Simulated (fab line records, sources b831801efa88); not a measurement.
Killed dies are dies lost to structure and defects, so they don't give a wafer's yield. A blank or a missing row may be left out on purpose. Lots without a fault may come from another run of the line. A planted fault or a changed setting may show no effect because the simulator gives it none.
fab line records | flow sky130
record lots=6 wafers=18 last_day=50
route steps=708 shown DNWELL@42 PWDE@45 NWELL@56
lots that met no fault: from a run of the same line without faults
start_h: hours from the record's first day to the start of the lot's first wafer shown | wait_h: hours since the lot's step before | " the same as in the row above | L1.1+2: a row that stands for several wafers | - no value, or no start given | * or withheld: withheld | < > ~ a bound
route shown NAME@n: a module of which the file shows steps, and the number in the route of the first | usual: mean/standard deviation of fault-free wafers | same: alike in all rows | chamber/n: place in a boat | sites: the reading at each site | _std_site: their standard deviation | _edge_site: outer sites' mean less inner sites' | radius_mm: how far each site lies from the wafer's centre | mask NAME#n: copy n | behind: the tool/chamber that last shaped the wafer | hold: why the lot was held/for how many hours/how that ended | device: the transistor (n, p or np) that didn't switch | end of line: the same wafers' tests at the end of the route | a step without rows: its recipe alone | killed: dies lost to structure and defects at the first sort, not the wafer's yield | map: a wafer's dies, x killed, . not, _ none there
set.NAME: the setting as run; set.NAME@STEP: as run at that earlier step | model.NAME: the simulator's own value behind a step, which no gauge read
lots at some steps of the route; a table a step, a row a wafer
services: from which hour (start_h, from the record's first day; less than 0 if before it) a tool's chamber was out of use, for how many hours, and why
## steps
# step SKY_DNWELL_IMPLANT_07
# recipe species=P energy_kev=withheld dose_cm2=withheld tilt_deg=withheld
# step SKY_DNWELL_STRIP_08
# recipe chemistry=O2/N2 power_w=1400 pressure_mtorr=1500 platen_temp_c=withheld o2_flow_sccm=3000 n2_flow_sccm=300 overash_fraction=0.5
# usual chamber_pressure_mTorr=1499.8/1.5 drypump_motor_current_A=5.62/0.29 o2_flow_sccm=2999/8.4 oes_product_au=0.722/0.0047 strip_time_to_endpoint_s=36.88/0.12
# columns lot.wafer tool chamber start_h wait_h chamber_pressure_mTorr drypump_motor_current_A o2_flow_sccm oes_product_au rf_hours_counter_h strip_time_to_endpoint_s
L707.1 plasma_asher-03 1 51.31 0.1 1496.6 6.00 2999 0.720 36 36.70
L707.3 " 0 " " 1499.3 5.15 2989 0.725 - 36.74
L707.6 " 0 " " 1499.9 5.16 2992 0.716 - 36.85
L712.1 plasma_asher-02 1 84.50 0.1 1499.1 5.46 2993 0.714 40 36.77
L712.3 " 1 " " 1502.0 5.48 2994 0.729 - 36.79
L712.5 " 1 " " 1500.7 5.50 3001 0.720 - 36.78
L713.2 plasma_asher-03 0 87.05 0.1 1501.7 5.13 3010 0.725 40 36.80
L713.3 " 1 " " 1499.0 6.03 2998 0.719 - 36.81
L713.4 " 0 " " 1499.5 5.14 2996 0.716 - 36.90
L721.1 plasma_asher-02 1 126.80 0.1 1501.0 5.44 2999 0.724 1 36.90
L721.3 " 1 " " 1497.4 5.45 3004 0.730 - 36.93
L721.6 " 1 " " 1498.2 5.45 2994 0.724 - 37.00
L728.1 plasma_asher-04 1 165.01 0.1 1501.0 5.97 2994 0.728 47 36.90
L728.4 " 1 " " 1499.8 5.92 2997 0.735 - 36.90
L728.5 " 1 " " 1500.8 5.95 2989 0.726 - 36.88
L729.4 plasma_asher-02 0 170.54 0.1 1500.6 5.56 2995 0.717 - 36.98
L729.5 " 0 " " 1496.9 5.56 3000 0.720 - 36.89
L729.6 " 1 " " 1500.6 5.44 2992 0.722 - 36.84
# step SKY_DNWELL_TW_MEAS_09
# usual DNWELL_TW=1116/9.8
# columns lot.wafer tool chamber start_h wait_h DNWELL_TW
L707.1 film_metro-01 - 51.41 0.1 1129
L707.3 " - " " 1124
L707.6 " - " " 1118
L712.1 film_metro-03 - 84.60 0.1 1133
L712.3 " - " " 1125
L712.5 " - " " 1130
L713.2 film_metro-03 - 87.16 0.1 1116
L713.3 " - " " 1131
L713.4 " - " " 1121
L721.1 film_metro-02 - 126.90 0.1 1112
L721.3 " - " " 1109
L721.6 " - " " 1108
L728.1 film_metro-01 - 165.11 0.1 1113
L728.4 " - " " 1107
L728.5 " - " " 1105
L729.4 film_metro-01 - 170.64 0.1 1102
L729.5 " - " " 1108
L729.6 " - " " 1112
# step SKY_PWDE_DEHYDRATE_00
# recipe temp_c=200 time_s=60
# step SKY_PWDE_HMDS_01
# recipe prime_time_s=60 prime_temp_c=120
# step SKY_PWDE_COAT_02
# recipe spin_rpm=2000 resist_thk_nm=3000
# step SKY_PWDE_SOFTBAKE_03
# recipe temp_c=110 time_s=withheld
# step SKY_PWDE_EXPOSE_04
# recipe mask_id=PWDEM na=0.6 source_shape=conventional sigma_outer=0.6 polarization=unpolarized target_cd_nm=840 dose_mj=214
# step SKY_PWDE_PEB_05
# recipe temp_c=115 time_s=withheld
# step SKY_PWDE_DEVELOP_06
# recipe wall_angle_deg=90 developer=TMAH develop_time_s=60 dev_temp_c=23
# step SKY_PWDE_OVL_MEAS_07
# usual PWDE_OVL=1.3/1.5
# columns lot.wafer tool chamber start_h wait_h PWDE_OVL[nm]
L707.1 overlay-02 - 67.11 - 2.5
L707.3 " - " " 3.0
L707.6 " - " " 2.4
L712.1 overlay-01 - 102.11 - 2.3
L712.3 " - " " 1.3
L712.5 " - " " 0.5
L713.2 overlay-02 - 104.69 - 2.7
L713.3 " - " " 1.4
L713.4 " - " " 0.9
L721.1 overlay-02 - 146.56 - 1.9
L721.3 " - " " 1.5
L721.6 " - " " 2.7
L728.1 overlay-01 - 186.66 - -0.3
L728.4 " - " " -1.3
L728.5 " - " " -0.2
L729.4 overlay-01 - 191.08 - 2.0
L729.5 " - " " 1.0
L729.6 " - " " 0.8
# step SKY_PWDE_IMPLANT_08
# recipe species=B energy_kev=150 dose_cm2=3.6e+12 tilt_deg=withheld
# step SKY_PWDE_STRIP_09
# recipe chemistry=O2/N2 power_w=1400 pressure_mtorr=1500 platen_temp_c=withheld o2_flow_sccm=3000 n2_flow_sccm=300 overash_fraction=0.5
# usual chamber_pressure_mTorr=1500.1/1.3 drypump_motor_current_A=5.73/0.3 o2_flow_sccm=3000/7.9 oes_product_au=0.722/0.0048 strip_time_to_endpoint_s=36.88/0.11
# columns lot.wafer tool chamber start_h wait_h chamber_pressure_mTorr drypump_motor_current_A o2_flow_sccm oes_product_au rf_hours_counter_h strip_time_to_endpoint_s model.coat_of_PWDE_COAT_02.thk_nm
L707.1 plasma_asher-01 0 67.30 0.1 1501.0 6.36 2998 0.722 25 37.09 0
L707.3 " 1 " " 1502.5 5.55 3004 0.724 - 36.95 0
L707.6 " 0 " " 1499.7 6.35 2998 0.720 - 37.06 0
L712.1 plasma_asher-04 0 102.29 0.1 - - - - - - 3003
L712.3 " 1 " " - - - - - - 2999
L712.5 " 1 " " - - - - - - 3005
L713.2 plasma_asher-02 1 104.87 0.1 - - - - - - 2988
L713.3 " 0 " " - - - - - - 2982
L713.4 " 1 " " - - - - - - 2987
L721.1 plasma_asher-02 1 146.74 0.1 1498.6 5.43 2997 0.717 3 36.74 0
L721.3 " 0 " " 1500.2 5.55 2999 0.711 - 36.78 0
L721.6 " 1 " " 1498.9 5.44 3008 0.713 - 36.83 0
L728.1 plasma_asher-04 0 186.85 0.1 1499.7 5.65 2993 0.725 49 37.04 0
L728.4 " 0 " " 1500.9 5.62 3006 0.727 - 37.08 0
L728.5 " 0 " " 1502.1 5.65 2993 0.721 - 37.02 0
L729.4 plasma_asher-01 0 191.28 0.1 1500.5 6.36 3000 0.720 - 36.66 0
L729.5 " 1 " " 1501.1 5.55 3010 0.711 - 36.77 0
L729.6 " 0 " " 1498.7 6.35 3007 0.725 - 36.77 0
# step SKY_PWDE_TW_MEAS_10
# usual PWDE_TW=375/3.1
# columns lot.wafer tool chamber start_h wait_h PWDE_TW
L707.1 film_metro-03 - 67.40 0.1 377
L707.3 " - " " 378
L707.6 " - " " 377
L712.1 film_metro-03 - 102.39 0.1 377
L712.3 " - " " 377
L712.5 " - " " 375
L713.2 film_metro-02 - 104.98 0.1 371
L713.3 " - " " 373
L713.4 " - " " 374
L721.1 film_metro-01 - 146.88 0.1 370
L721.3 " - " " 372
L721.6 " - " " 371
L728.1 film_metro-01 - 186.95 0.1 372
L728.4 " - " " 373
L728.5 " - " " 373
L729.4 film_metro-03 - 191.37 0.1 378
L729.5 " - " " 375
L729.6 " - " " 377
# step SKY_NWELL_DEHYDRATE_03
# recipe temp_c=200 time_s=60
# step SKY_NWELL_HMDS_04
# recipe prime_time_s=60 prime_temp_c=120
# step SKY_NWELL_COAT_05
# recipe spin_rpm=2000 resist_thk_nm=3000
# step SKY_NWELL_SOFTBAKE_06
# recipe temp_c=110 time_s=withheld
# step SKY_NWELL_EXPOSE_07
# recipe mask_id=NWM na=0.6 source_shape=conventional sigma_outer=0.6 polarization=unpolarized target_cd_nm=840 dose_mj=255
# step SKY_NWELL_PEB_08
# recipe temp_c=115 time_s=withheld
# step SKY_NWELL_DEVELOP_09
# recipe wall_angle_deg=90 developer=TMAH develop_time_s=60 dev_temp_c=23
# step SKY_NWELL_OVL_MEAS_10
# usual NWELL_00_OVL=0.1/1.2
# columns lot.wafer tool chamber start_h wait_h NWELL_00_OVL[nm]
L707.1 overlay-01 - 83.43 - 1.0
L707.3 " - " " -0.5
L707.6 " - " " -0.6
L712.1 overlay-01 - 120.35 - 1.1
L712.3 " - " " 2.0
L712.5 " - " " 1.5
L713.2 overlay-02 - 123.74 - 1.1
L713.3 " - " " 2.1
L713.4 " - " " 2.3
L721.1 overlay-02 - 166.83 - -0.1
L721.3 " - " " 2.0
L721.6 " - " " 0.3
L728.1 overlay-02 - 207.51 - 1.2
L728.4 " - " " -0.4
L728.5 " - " " 0.2
L729.4 overlay-02 - 212.85 - -0.8
L729.5 " - " " 0.4
L729.6 " - " " 1.0
# step SKY_NWELL_IMPLANT_11
# recipe species=P energy_kev=400 dose_cm2=1.9e+13 tilt_deg=withheld
# step SKY_NWELL_IMPLANT_12
# recipe species=P energy_kev=120 dose_cm2=1.3e+12 tilt_deg=withheld
# step SKY_NWELL_IMPLANT_13
# recipe species=P energy_kev=50 dose_cm2=7e+11 tilt_deg=withheld
# step SKY_NWELL_STRIP_14
# recipe chemistry=O2/N2 power_w=1400 pressure_mtorr=1500 platen_temp_c=withheld o2_flow_sccm=3000 n2_flow_sccm=300 overash_fraction=0.5
# usual chamber_pressure_mTorr=1500.1/1.5 drypump_motor_current_A=5.7/0.42 o2_flow_sccm=3001/9.6 oes_product_au=0.722/0.0049 strip_time_to_endpoint_s=36.93/0.096
# columns lot.wafer tool chamber start_h wait_h chamber_pressure_mTorr drypump_motor_current_A o2_flow_sccm oes_product_au rf_hours_counter_h strip_time_to_endpoint_s
L707.1 plasma_asher-01 0 83.92 0.1 1501.2 6.4 3018 0.720 27 37.24
L707.3 " 0 " " 1501.9 6.4 3015 0.730 - 36.97
L707.6 " 1 " " 1499.7 5.6 3016 0.720 - 36.94
L712.1 plasma_asher-02 1 120.84 0.1 1500.3 5.5 2995 0.743 0 81.23
L712.3 " 0 " " 1499.4 5.6 2997 0.734 - 81.10
L712.5 " 1 " " 1500.3 5.4 2994 0.740 - 81.20
L713.2 plasma_asher-03 1 124.22 0.1 1500.8 6.0 2993 0.746 44 81.06
L713.3 " 0 " " 1498.9 5.1 2990 0.731 - 80.89
L713.4 " 1 " " 1500.0 6.0 3011 0.729 - 80.91
L721.1 plasma_asher-02 0 167.32 0.1 1498.2 5.6 2989 0.721 5 36.96
L721.3 " 0 " " 1498.8 5.6 2985 0.732 - 36.94
L721.6 " 1 " " 1502.8 5.5 2987 0.720 - 37.03
L728.1 plasma_asher-01 1 208.00 0.1 1498.1 5.5 3011 0.720 39 36.91
L728.4 " 0 " " 1501.9 6.4 3019 0.722 - 36.96
L728.5 " 0 " " 1497.6 6.4 3003 0.711 - 37.07
L729.4 plasma_asher-01 1 213.35 0.1 1500.4 5.6 3010 0.722 - 36.82
L729.5 " 1 " " 1501.3 5.6 3002 0.714 - 36.85
L729.6 " 0 " " 1501.2 6.3 2999 0.732 - 36.93
# step SKY_NWELL_TW_MEAS_15
# usual NWELL_TW=1821/15
# columns lot.wafer tool chamber start_h wait_h NWELL_TW
L707.1 film_metro-02 - 84.02 0.1 1802
L707.3 " - " " 1797
L707.6 " - " " 1811
L712.1 film_metro-03 - 120.94 0.1 30
L712.3 " - " " 30
L712.5 " - " " 30
L713.2 film_metro-03 - 124.33 0.1 30
L713.3 " - " " 30
L713.4 " - " " 30
L721.1 film_metro-03 - 167.42 0.1 1853
L721.3 " - " " 1849
L721.6 " - " " 1845
L728.1 film_metro-02 - 208.10 0.1 1810
L728.4 " - " " 1810
L728.5 " - " " 1802
L729.4 film_metro-01 - 213.45 0.1 1814
L729.5 " - " " 1820
L729.6 " - " " 1816
# step SKY_NWELL_DEHYDRATE_16
# recipe temp_c=200 time_s=60
## services
# columns tool chamber start_h hours kind
plasma_asher-02 - 33.22 1.4 repair
plasma_asher-02 - 70.22 2.8 pm
plasma_asher-04 - 104.48 2.5 repair
plasma_asher-02 - 108.75 9.0 pm
plasma_asher-02 0 108.75 9.0 vent_cycle
plasma_asher-02 1 108.75 9.0 vent_cycle
plasma_asher-02 0 117.75 - clean
plasma_asher-02 1 117.75 - clean
plasma_asher-03 - 124.32 2.8 pm
## key
first_sign step=SKY_PWDE_STRIP_09 reading=tool_record direction=missing
effect step=SKY_NWELL_STRIP_14 reading=strip_time_to_endpoint_s direction=up sigmas=99+ usual=* struck=*
effect step=SKY_NWELL_TW_MEAS_15 reading=NWELL_TW direction=down sigmas=99+ usual=1821 struck=30
model_effect step=SKY_PWDE_STRIP_09 value=coat_of_PWDE_COAT_02.thk_nm without=0 struck=2994
met_at SKY_PWDE_STRIP_09
struck_wafers L712.1,L712.3,L712.5,L713.2,L713.3,L713.4
sort_left_out L712.1,L712.3,L712.5,L713.2,L713.3,L713.4
tester_left_out L712,L713
fault kind=skipped_step_whole tool=plasma_asher-02,plasma_asher-04 chamber=- onset_h=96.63 steps=SKY_PWDE_STRIP_09 scope=struck_lots_only
# tester_left_out: of these lots the tester's yield and bins aren't shown, on N5 and GAA mostly nor the transistor test; their killed dies are dies lost to structure and defects alone, not to doping, threshold or leakage, so they don't give the yield
# sort_left_out: the simulated sort isn't trusted on such a fault, so these wafers' sort isn't shown, and their yield isn't known
